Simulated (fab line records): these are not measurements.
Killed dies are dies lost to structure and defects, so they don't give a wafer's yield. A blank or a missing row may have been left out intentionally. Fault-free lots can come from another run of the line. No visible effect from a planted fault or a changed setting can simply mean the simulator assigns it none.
What tool caused it? || flow sky130 || 11 lots, 33 wafers sampled, at 6 steps of a route of 708

## WHAT THE GAUGES READ, wafer by wafer
SKY_SD_P_TW_MEAS_11.
{"lot": "L110", "measured": "day 25 09:32", "on": "film_metro-01", "SD_P_TW": "2818 2823 2817"}
{"lot": "L115", "measured": "day 27 16:08", "on": "film_metro-01", "SD_P_TW": "2827 2834 2819"}
{"lot": "L117", "measured": "day 27 21:59", "on": "film_metro-01", "SD_P_TW": "2708 2713 2709"}
{"lot": "L119", "measured": "day 28 21:08", "on": "film_metro-01", "SD_P_TW": "2806 2829 2817"}
{"lot": "L121", "measured": "day 29 07:06", "on": "film_metro-02", "SD_P_TW": "2720 2721 2720"}
{"lot": "L125", "measured": "day 31 08:29", "on": "film_metro-01", "SD_P_TW": "2838 2839 2822"}
{"lot": "L127", "measured": "day 32 15:04", "on": "film_metro-02", "SD_P_TW": "2829 2825 2818"}
{"lot": "L128", "measured": "day 32 16:06", "on": "film_metro-03", "SD_P_TW": "2843 2840 2833"}
{"lot": "L131", "measured": "day 32 19:22", "on": "film_metro-03", "SD_P_TW": "2840 2827 2827"}
{"lot": "L130", "measured": "day 32 22:23", "on": "film_metro-01", "SD_P_TW": "2836 2813 2817"}
{"lot": "L133", "measured": "day 33 22:04", "on": "film_metro-02", "SD_P_TW": "2841 2842 2845"}

SKY_SD_N_RS_MEAS_17: uses a four-point probe to measure.
{"lot": "L110", "measured": "day 27 21:09", "on": "film_metro-03", "SD_P_RS (ohm/sq)": "147.0 147.2 147.3"}
{"lot": "L115", "measured": "day 30 01:17", "on": "film_metro-01", "SD_P_RS (ohm/sq)": "146.9 146.7 146.9"}
{"lot": "L117", "measured": "day 30 06:59", "on": "film_metro-01", "SD_P_RS (ohm/sq)": "150.5 150.4 150.3"}
{"lot": "L119", "measured": "day 31 05:15", "on": "film_metro-02", "SD_P_RS (ohm/sq)": "147.5 147.6 148.0"}
{"lot": "L121", "measured": "day 31 15:17", "on": "film_metro-03", "SD_P_RS (ohm/sq)": "150.8 151.6 150.6"}
{"lot": "L125", "measured": "day 33 15:38", "on": "film_metro-02", "SD_P_RS (ohm/sq)": "146.6 146.8 146.8"}
{"lot": "L127", "measured": "day 34 22:31", "on": "film_metro-03", "SD_P_RS (ohm/sq)": "147.2 147.2 147.7"}
{"lot": "L128", "measured": "day 34 22:55", "on": "film_metro-02", "SD_P_RS (ohm/sq)": "146.8 146.8 147.2"}
{"lot": "L131", "measured": "day 35 01:38", "on": "film_metro-03", "SD_P_RS (ohm/sq)": "147.1 146.6 146.9"}
{"lot": "L130", "measured": "day 35 04:15", "on": "film_metro-03", "SD_P_RS (ohm/sq)": "147.5 147.2 147.5"}
{"lot": "L133", "measured": "day 36 04:29", "on": "film_metro-03", "SD_P_RS (ohm/sq)": "147.5 147.1 147.4"}

SKY_METAL1_THK_MEAS_06: measures by xrf.
{"lot": "L110", "measured": "day 31 14:49", "on": "film_metro-03", "METAL1_ALCU_THK (nm)": "258 253 257"}
{"lot": "L115", "measured": "day 33 16:57", "on": "film_metro-01", "METAL1_ALCU_THK (nm)": "268 265 266"}
{"lot": "L117", "measured": "day 33 22:25", "on": "film_metro-03", "METAL1_ALCU_THK (nm)": "258 258 257"}
{"lot": "L119", "measured": "day 34 19:10", "on": "film_metro-03", "METAL1_ALCU_THK (nm)": "262 264 259"}
{"lot": "L121", "measured": "day 35 05:56", "on": "film_metro-03", "METAL1_ALCU_THK (nm)": "255 257 256"}
{"lot": "L125", "measured": "day 37 05:23", "on": "film_metro-03", "METAL1_ALCU_THK (nm)": "257 259 261"}
{"lot": "L127", "measured": "day 38 11:05", "on": "film_metro-03", "METAL1_ALCU_THK (nm)": "255 254 256"}
{"lot": "L128", "measured": "day 38 11:07", "on": "film_metro-04", "METAL1_ALCU_THK (nm)": "259 256 257"}
{"lot": "L131", "measured": "day 38 12:37", "on": "film_metro-01", "METAL1_ALCU_THK (nm)": "261 264 265"}
{"lot": "L130", "measured": "day 38 14:53", "on": "film_metro-03", "METAL1_ALCU_THK (nm)": "262 260 258"}
{"lot": "L133", "measured": "day 39 14:43", "on": "film_metro-01", "METAL1_ALCU_THK (nm)": "261 258 260"}

SKY_VIA1_BOW_MEAS_03.
{"lot": "L110", "measured": "day 32 19:38", "on": "film_metro-01", "VIA1_BOW (um)": "74 79 78"}
{"lot": "L115", "measured": "day 34 20:59", "on": "film_metro-01", "VIA1_BOW (um)": "77 71 70"}
{"lot": "L117", "measured": "day 35 02:24", "on": "film_metro-03", "VIA1_BOW (um)": "76 81 70"}
{"lot": "L119", "measured": "day 35 23:21", "on": "film_metro-01", "VIA1_BOW (um)": "85 63 73"}
{"lot": "L121", "measured": "day 36 09:25", "on": "film_metro-03", "VIA1_BOW (um)": "85 62 63"}
{"lot": "L125", "measured": "day 38 08:32", "on": "film_metro-03", "VIA1_BOW (um)": "74 72 68"}
{"lot": "L127", "measured": "day 39 13:29", "on": "film_metro-02", "VIA1_BOW (um)": "78 72 72"}
{"lot": "L128", "measured": "day 39 13:48", "on": "film_metro-02", "VIA1_BOW (um)": "76 67 73"}
{"lot": "L131", "measured": "day 39 15:08", "on": "film_metro-01", "VIA1_BOW (um)": "90 81 82"}
{"lot": "L130", "measured": "day 39 17:01", "on": "film_metro-01", "VIA1_BOW (um)": "88 81 81"}
{"lot": "L133", "measured": "day 40 16:41", "on": "film_metro-03", "VIA1_BOW (um)": "86 71 76"}

## WHAT TOOL EACH LOT RAN ON (gives the tool, then ch and the chambers of the sampled wafers, and finally the start)
{"lot": "L110", "SKY_SD_P_IMPLANT_09": "implanter-03 ch 0, day 25 09:17", "SKY_SD_P_STRIP_10": "plasma_asher-01 ch 0,1, day 25 09:26"}
{"lot": "L115", "SKY_SD_P_IMPLANT_09": "implanter-04 ch 0, day 27 15:55", "SKY_SD_P_STRIP_10": "plasma_asher-02 ch 0,1, day 27 16:04"}
{"lot": "L117", "SKY_SD_P_IMPLANT_09": "implanter-03 ch 0, day 27 21:44", "SKY_SD_P_STRIP_10": "plasma_asher-01 ch 0,1, day 27 21:53"}
{"lot": "L119", "SKY_SD_P_IMPLANT_09": "implanter-04 ch 0, day 28 20:53", "SKY_SD_P_STRIP_10": "plasma_asher-02 ch 0,1, day 28 21:02"}
{"lot": "L121", "SKY_SD_P_IMPLANT_09": "implanter-03 ch 0, day 29 06:52", "SKY_SD_P_STRIP_10": "plasma_asher-03 ch 0,1, day 29 06:59"}
{"lot": "L125", "SKY_SD_P_IMPLANT_09": "implanter-04 ch 0, day 31 08:10", "SKY_SD_P_STRIP_10": "plasma_asher-02 ch 0,1, day 31 08:19"}
{"lot": "L127", "SKY_SD_P_IMPLANT_09": "implanter-01 ch 0, day 32 14:49", "SKY_SD_P_STRIP_10": "plasma_asher-02 ch 0,1, day 32 14:58"}
{"lot": "L128", "SKY_SD_P_IMPLANT_09": "implanter-04 ch 0, day 32 15:52", "SKY_SD_P_STRIP_10": "plasma_asher-03 ch 1, day 32 15:59"}
{"lot": "L131", "SKY_SD_P_IMPLANT_09": "implanter-03 ch 0, day 32 19:09", "SKY_SD_P_STRIP_10": "plasma_asher-02 ch 0,1, day 32 19:17"}
{"lot": "L130", "SKY_SD_P_IMPLANT_09": "implanter-03 ch 0, day 32 22:09", "SKY_SD_P_STRIP_10": "plasma_asher-02 ch 0,1, day 32 22:16"}
{"lot": "L133", "SKY_SD_P_IMPLANT_09": "implanter-03 ch 0, day 33 21:52", "SKY_SD_P_STRIP_10": "plasma_asher-01 ch 0,1, day 33 21:58"}
- SKY_SD_P_IMPLANT_09
- SKY_SD_P_STRIP_10: strips in O2/N2.

## AS READ BY THE TOOLS THEMSELVES (means over the sampled wafers that have a number; for cases with no such wafer, the mark the record gives instead)
SKY_SD_P_IMPLANT_09.
{"lot": "L110", "tool": "implanter-03", "beam_on_s (s)": 14.4, "faraday_current_uA": 11383}
{"lot": "L115", "tool": "implanter-04", "beam_on_s (s)": 14.8, "faraday_current_uA": 11071}
{"lot": "L117", "tool": "implanter-03", "beam_on_s (s)": 11.5, "faraday_current_uA": 14250}
{"lot": "L119", "tool": "implanter-04", "beam_on_s (s)": 15.0, "faraday_current_uA": 11012}
{"lot": "L121", "tool": "implanter-03", "beam_on_s (s)": 11.7, "faraday_current_uA": 14013}
{"lot": "L125", "tool": "implanter-04", "beam_on_s (s)": 14.7, "faraday_current_uA": 11140}
{"lot": "L127", "tool": "implanter-01", "beam_on_s (s)": 13.6, "faraday_current_uA": 12025}
{"lot": "L128", "tool": "implanter-04", "beam_on_s (s)": 15.1, "faraday_current_uA": 10887}
{"lot": "L131", "tool": "implanter-03", "beam_on_s (s)": 14.5, "faraday_current_uA": 11286}
{"lot": "L130", "tool": "implanter-03", "beam_on_s (s)": 14.7, "faraday_current_uA": 11178}
{"lot": "L133", "tool": "implanter-03", "beam_on_s (s)": 14.4, "faraday_current_uA": 11367}

SKY_SD_P_STRIP_10.
{"lot": "L110", "tool": "plasma_asher-01", "drypump_motor_current_A (A)": 6.3, "oes_product_au (a.u.)": 0.622, "strip_time_to_endpoint_s (s)": 17.47}
{"lot": "L115", "tool": "plasma_asher-02", "drypump_motor_current_A (A)": 5.4, "oes_product_au (a.u.)": 0.618, "strip_time_to_endpoint_s (s)": 17.43}
{"lot": "L117", "tool": "plasma_asher-01", "drypump_motor_current_A (A)": 6.0, "oes_product_au (a.u.)": 0.631, "strip_time_to_endpoint_s (s)": 17.02}
{"lot": "L119", "tool": "plasma_asher-02", "drypump_motor_current_A (A)": 5.5, "oes_product_au (a.u.)": 0.617, "strip_time_to_endpoint_s (s)": 17.49}
{"lot": "L121", "tool": "plasma_asher-03", "drypump_motor_current_A (A)": 5.6, "oes_product_au (a.u.)": 0.624, "strip_time_to_endpoint_s (s)": 17.06}
{"lot": "L125", "tool": "plasma_asher-02", "drypump_motor_current_A (A)": 5.5, "oes_product_au (a.u.)": 0.619, "strip_time_to_endpoint_s (s)": 17.46}
{"lot": "L127", "tool": "plasma_asher-02", "drypump_motor_current_A (A)": 5.4, "oes_product_au (a.u.)": 0.619, "strip_time_to_endpoint_s (s)": 17.48}
{"lot": "L128", "tool": "plasma_asher-03", "drypump_motor_current_A (A)": 5.7, "oes_product_au (a.u.)": 0.615, "strip_time_to_endpoint_s (s)": 17.48}
{"lot": "L131", "tool": "plasma_asher-02", "drypump_motor_current_A (A)": 5.4, "oes_product_au (a.u.)": 0.618, "strip_time_to_endpoint_s (s)": 17.48}
{"lot": "L130", "tool": "plasma_asher-02", "drypump_motor_current_A (A)": 5.5, "oes_product_au (a.u.)": 0.621, "strip_time_to_endpoint_s (s)": 17.44}
{"lot": "L133", "tool": "plasma_asher-01", "drypump_motor_current_A (A)": 6.0, "oes_product_au (a.u.)": 0.616, "strip_time_to_endpoint_s (s)": 17.43}

## THE ANSWER, worked out from the rows above alone
Rule: what is usual is taken from the lots themselves. The widest of any qualifying gaps counts: lots, ordered by their means at a reading, are off when they make up no more than a third of the lots, leave a main group of 4 or more, and stand apart from it by 3 or more times the standard deviation of that group's means. The tables above print the reading to a certain number of digits; a main group whose means all agree to those digits is not used. Also off: a lot with no number at a reading for which 4 or more lots have one. Any other lot the step has rows for is counted as sound. First the gauges in route order, then the tools' own readings, where a lot's mean is used as printed above. At the first step where some lot is off, the reading lying furthest off is the one used; lots without a number count as furthest.
Off: at SKY_SD_P_TW_MEAS_11 (SD_P_TW), L117, L121. The main group has a mean of 2828 with a standard deviation of 8.2.
If a tool, at a process step before that reading, ran all the lots that are off and no sound lot after the first of them, it fits. The gauges at SKY_SD_P_TW_MEAS_11 aren't tried: what is off there is off at SKY_SD_P_IMPLANT_09 too, on other tools, and a gauge's error can't cause that. Of those tried, none fits.

## WHAT THE SIMULATOR HAD INSERTED
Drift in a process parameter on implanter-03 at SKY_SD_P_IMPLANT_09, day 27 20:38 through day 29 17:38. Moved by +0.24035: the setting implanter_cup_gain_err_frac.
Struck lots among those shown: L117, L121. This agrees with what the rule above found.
